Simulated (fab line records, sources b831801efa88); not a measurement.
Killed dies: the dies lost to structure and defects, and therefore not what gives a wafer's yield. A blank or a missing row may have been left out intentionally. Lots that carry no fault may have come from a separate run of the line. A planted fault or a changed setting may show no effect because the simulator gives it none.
A single fault, viewed from 2 desks | flow sky130 | only its own numbers are on each desk; what lay behind them is given at the end

== TOOL OWNER'S DESK, rieDiel-04 ==
The tool's own readings at SKY_METAL3_ETCH_17 (etches SiO2 in C4F8/O2/Ar, stops on TiN, time 3.9 s, target depth 15 nm): means of the sampled wafers that have a number, for each lot that ran on this tool. Any lot whose mean is over 4 standard deviations away from the usual mean is out of limits and marked OUT; that distance is given in the brackets.
Columns: A = biasW at SKY_METAL3_ETCH_17, usual 1201 W; B = oesProductAu at SKY_METAL3_ETCH_17, usual 0.751 a.u.; C = rfFwdPowerW at SKY_METAL3_ETCH_17, usual 1466 W
lot  | first seen here | A    | B     | C
L417 | day 40 02:53    | 1203 | 0.749 | 1462
L415 | day 40 07:23    | 1200 | 0.745 | 1465
L413 | day 40 09:08    | 1202 | 0.761 | 1464
L419 | day 40 16:20    | 1202 | 0.752 | 1546 (+15) OUT
This desk's verdict: out of limits on L419, starting with L419 at day 40 16:20 (rfFwdPowerW at SKY_METAL3_ETCH_17). Within limits: L417, L415, L413.

== METROLOGY DESK ==
Means of the sampled wafers that have a number, per lot and without regard to the tool the lot ran on: this is what the gauges read. Any lot whose mean is over 4 standard deviations away from the usual mean is out of limits and marked OUT; that distance is given in the brackets.
Columns: A = VIA2_BOW at SKY_VIA2_BOW_MEAS_03, usual 86 um; B = cdNm at SKY_VIA2_CD_MEAS_12, usual 199.6 nm; C = CAPM_CVD_00_THK at SKY_CAPM_THK_MEAS_01, usual 15.38 nm
lot  | first seen here | A  | B     | C
L414 | day 36 20:16    | 90 | 199.7 | 15.57
L417 | day 36 21:46    | 79 | 201.6 | 15.28
L415 | day 37 02:49    | 88 | 199.9 | 15.36
L413 | day 37 03:32    | 95 | 199.1 | 15.73
L416 | day 37 05:52    | 82 | 198.4 | 15.44
L419 | day 37 12:52    | 93 | 200.8 | 15.41
L418 | day 37 15:56    | 84 | 199.0 | 15.17
L420 | day 37 19:22    | 84 | 201.0 | 15.72
L425 | day 39 08:49    | 87 | 199.7 | 15.30
L428 | day 40 02:08    | 93 | 200.5 | 15.18
L432 | day 41 04:42    | 88 | 200.0 | 15.68
L436 | day 42 07:53    | 87 | 198.6 | 15.13
This desk's verdict: no lot among the 12 shows anything out of limits.

== ALL TOGETHER ==
The tool owner's desk had the chance to raise an alarm at day 40 16:20 on L419.
From the metrology desk's view, nothing was out of limits.
The metrology desk holds a record of L419, inside its limits.
The lots listed all ran SKY_METAL3_ETCH_17 on rieDiel-04.

== WHAT THE SIMULATOR HAD PUT IN ==
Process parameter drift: rieDiel-04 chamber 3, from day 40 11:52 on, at SKY_METAL3_ETCH_17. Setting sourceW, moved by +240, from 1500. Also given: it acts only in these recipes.
Shown lots that were struck: L419.
How many hours passed from the start of the fault until each desk's first out-of-limits reading: the tool owner's desk, 4.
